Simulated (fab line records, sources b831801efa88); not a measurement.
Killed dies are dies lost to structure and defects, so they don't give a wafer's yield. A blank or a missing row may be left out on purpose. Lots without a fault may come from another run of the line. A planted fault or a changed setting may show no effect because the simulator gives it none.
A struck lot beside a sound one | flow sfq_line | 41 steps out of a route of 325
Sound: wafers L327.1, L327.4, L327.6. Struck: wafers L331.1, L331.5, L331.6. The cause comes at the end.
At each step with rows: each side's tool, then ch and its chambers, then its first start. Under that, the readings that differ: sound wafers | struck wafers | difference of the means | sigmas: that difference in standard deviations of wafers without a fault.
alike: readings whose means differ by less than 2 such deviations, and words and numbers that are the same on both sides. not compared: withheld readings, readings that some wafer has no value for, bounds like >300 that may hide the same value, and numbers for which the record gives no deviation and whose values overlap.
The two part at a step that has a row with sigmas, a row that says differs or no value, or rows on one side only. Numbers that don't overlap but have no deviation are shown without sigmas and don't part them. A reading that every wafer of one side lacks parts them only if that side has two wafers or more.

first, 6 steps without rows for these wafers: SFQ_TRILAYER_M7_LITHO_COAT_182 (resist thk 62 nm); SFQ_TRILAYER_M7_LITHO_COAT_177 (resist thk 600 nm); SFQ_TRILAYER_M7_LITHO_SOFTBAKE_181; SFQ_TRILAYER_M7_LITHO_EXPOSE_178 (exposes mask M7, target cd 500 nm); SFQ_TRILAYER_M7_LITHO_PEB_180 (peb time 60 s); SFQ_TRILAYER_M7_LITHO_DEVELOP_179 (time 60 s).
SFQ_M7_OVL_MEAS_945:
  sound on overlay-02, day 77 19:34; struck on overlay-01, day 78 11:10
  alike: M7_OVL
SFQ_TRILAYER_M7_BARC_OPEN_METAL_ETCH_229: etches BARC in O2, target depth 125 nm, time 41.7 s.
  sound on rie_metal-01 ch 0, day 77 19:36; struck on rie_metal-02 ch 0,1, day 78 11:12
  reading                     | sound       | struck      | difference | sigmas
  drypump_motor_current_A (A) | 6.5 6.5 6.5 | 5.3 5.3 4.6 | -1.4       | -2
  alike: oes_product_au
  not compared: rf_hours_counter_h
SFQ_TRILAYER_M7_ETCH_METAL_ETCH_180: etches Nb in Cl2/Ar, stops on SiO2, target depth 240 nm, time 120 s.
  sound on rie_metal-01 ch 0, day 77 19:40; struck on rie_metal-02 ch 0,1, day 78 11:16
  reading                     | sound             | struck            | difference | sigmas
  drypump_motor_current_A (A) | 6.5 6.5 6.6       | 5.3 5.3 4.6       | -1.5       | -2
  oes_product_au (a.u.)       | 0.908 0.898 0.908 | 0.887 0.879 0.894 | -0.018     | -2
  not compared: rf_hours_counter_h
then, 2 steps without rows for these wafers: SFQ_TRILAYER_M7_STRIP_STRIP_181 (strips in O2); SFQ_TRILAYER_M7_STRIP_SOLV_CLEAN_182 (cleans in NMP, time 600 s).
SFQ_TRILAYER_I7_DEP_PECVD_183: deposits SiO2 from SiH4/N2O, time 111.11 s, target thk 500 nm.
  sound on pecvd-02 ch 1,2, day 77 20:34; struck on pecvd-02 ch 0,1,2, day 78 12:10
  alike: heater_power_w, susceptor_temp_C, throttle_valve_pct
SFQ_TRILAYER_I7_CMP_CMP_184: polishes SiO2.
  sound on cmp-01 ch 1,2, day 77 21:17; struck on cmp-01 ch 0,1, day 78 13:00
  no value came back on the struck wafers for any of 6 readings (edge_zone_pressure_frac, head_pressure_psi (psi) and others); on the sound wafers edge_zone_pressure_frac reads 0.999 1.008 0.999
  reading                                             | sound             | struck            | difference | sigmas
  model.SiO2_of_TRILAYER_I7_DEP_PECVD_183.thk_nm (nm) | 201.2 201.7 200.6 | 492.4 500.3 501.6 | +296.9     |
SFQ_I7_BOW_MEAS_946:
  sound on film_metro-04, day 78 00:17; struck on film_metro-02, day 78 15:30
  alike: I7_BOW
SFQ_TRILAYER_I7_METRO_MEASURE_185:
  sound on film_metro-04, day 78 00:24; struck on film_metro-02, day 78 15:37
  reading     | sound             | struck            | difference | sigmas
  thk_nm (nm) | 201.3 201.7 200.6 | 492.5 500.2 501.5 | +296.9     | +99 or more
then, 6 steps without rows for these wafers: SFQ_TRILAYER_I7_VIA_LITHO_COAT_192 (resist thk 62 nm); SFQ_TRILAYER_I7_VIA_LITHO_COAT_187 (resist thk 650 nm); SFQ_TRILAYER_I7_VIA_LITHO_SOFTBAKE_191; SFQ_TRILAYER_I7_VIA_LITHO_EXPOSE_188 (exposes mask I7, target cd 1000 nm); SFQ_TRILAYER_I7_VIA_LITHO_PEB_190 (peb time 60 s); SFQ_TRILAYER_I7_VIA_LITHO_DEVELOP_189 (time 60 s).
-- the record jumps here: 4 days lie between the struck wafers' starts before and after --
SFQ_I7_OVL_MEAS_947:
  sound on overlay-02, day 78 23:21; struck on overlay-02, day 82 12:22
  alike: I7_OVL
SFQ_TRILAYER_I7_VIA_BARC_OPEN_VIA_ETCH_260: etches BARC in O2, target depth 125 nm, time 41.7 s.
  sound on rie_diel-02 ch 0,1,3, day 78 23:23; struck on rie_diel-01 ch 0,1, day 82 12:25
  alike: drypump_motor_current_A, oes_product_au
  not compared: rf_hours_counter_h
SFQ_TRILAYER_I7_VIA_ETCH_VIA_ETCH_190: etches SiO2 in CHF3, stops on Nb, target depth 260 nm.
  sound on rie_diel-02 ch 0,1,3, day 78 23:25; struck on rie_diel-01 ch 0,1, day 82 12:27
  reading                        | sound             | struck            | difference | sigmas
  oes_product_au (a.u.)          | 0.865 0.859 0.853 | 1.621 1.618 1.624 | +0.762     | +99 or more
  model.I7.feature_depth_nm (nm) | 201.2 201.7 200.6 | 260 259.2 259.9   | +59        |
  model.etch.depth_nm (nm)       | 201.2 201.7 200.6 | 260 259.2 259.9   | +59        |
  alike: drypump_motor_current_A
SFQ_TRILAYER_I7_VIA_STRIP_STRIP_191: strips in O2.
  sound on rie_metal-02 ch 0,1, day 78 23:32; struck on rie_metal-02 ch 0,1, day 82 12:34
  alike: drypump_motor_current_A, oes_product_au
  not compared: rf_hours_counter_h
then, 8 steps without rows for these wafers: SFQ_TRILAYER_I7_VIA_STRIP_SOLV_CLEAN_192 (cleans in NMP, time 600 s); SFQ_TRILAYER_M8_LITHO_LOR_COAT_197; SFQ_TRILAYER_M8_LITHO_LOR_BAKE_198; SFQ_TRILAYER_M8_LITHO_COAT_193 (resist thk 600 nm); SFQ_TRILAYER_M8_LITHO_SOFTBAKE_199; SFQ_TRILAYER_M8_LITHO_EXPOSE_194 (exposes mask M8, target cd 2000 nm); SFQ_TRILAYER_M8_LITHO_PEB_196 (peb time 60 s); SFQ_TRILAYER_M8_LITHO_DEVELOP_195 (img clear 15 s, time 55 s).
-- the record jumps here: 4 days lie between the struck wafers' starts before and after --
SFQ_M8_OVL_MEAS_948:
  sound on overlay-02, day 83 05:10; struck on overlay-01, day 86 13:29
  alike: M8_OVL
then, 3 steps without rows for these wafers: SFQ_TRILAYER_M8_DEP_EVAP_197 (material Ti, target thk 20 nm, time 100 s); SFQ_TRILAYER_M8_DEP_EVAP_198 (material Pt, target thk 50 nm, time 250 s); SFQ_TRILAYER_M8_DEP_EVAP_196 (material Au, target thk 180 nm, time 900 s).
SFQ_M8_RS_MEAS_949: measures by four-point-probe.
  sound on film_metro-02, day 83 05:56; struck on film_metro-01, day 86 14:16
  alike: M8_AU_RS
SFQ_M8_THK_MEAS_950: measures by xrf.
  sound on film_metro-02, day 83 06:04; struck on film_metro-01, day 86 14:23
  alike: M8_AU_THK
then, 1 step without rows for these wafers: SFQ_TRILAYER_M8_LIFTOFF_LIFTOFF_197 (chemistry NMP, time 600 s).
SFQ_M8_BOW_MEAS_951:
  sound on film_metro-04, day 83 06:18; struck on film_metro-02, day 86 14:37
  reading                 | sound             | struck            | difference | sigmas
  model.etest.i7.link_ohm | 1.041 1.046 1.036 | 1e+06 1e+06 1e+06 | +1e+06     |
  alike: M8_BOW

WHERE THEY PART
First at SFQ_TRILAYER_M7_BARC_OPEN_METAL_ETCH_229; last, within this record, at SFQ_TRILAYER_I7_VIA_ETCH_VIA_ETCH_190. Later steps at which nothing parts them and some readings are alike: SFQ_TRILAYER_I7_VIA_STRIP_STRIP_191, SFQ_M8_OVL_MEAS_948, SFQ_M8_RS_MEAS_949, SFQ_M8_THK_MEAS_950, SFQ_M8_BOW_MEAS_951.

WHY: what the simulator had put in
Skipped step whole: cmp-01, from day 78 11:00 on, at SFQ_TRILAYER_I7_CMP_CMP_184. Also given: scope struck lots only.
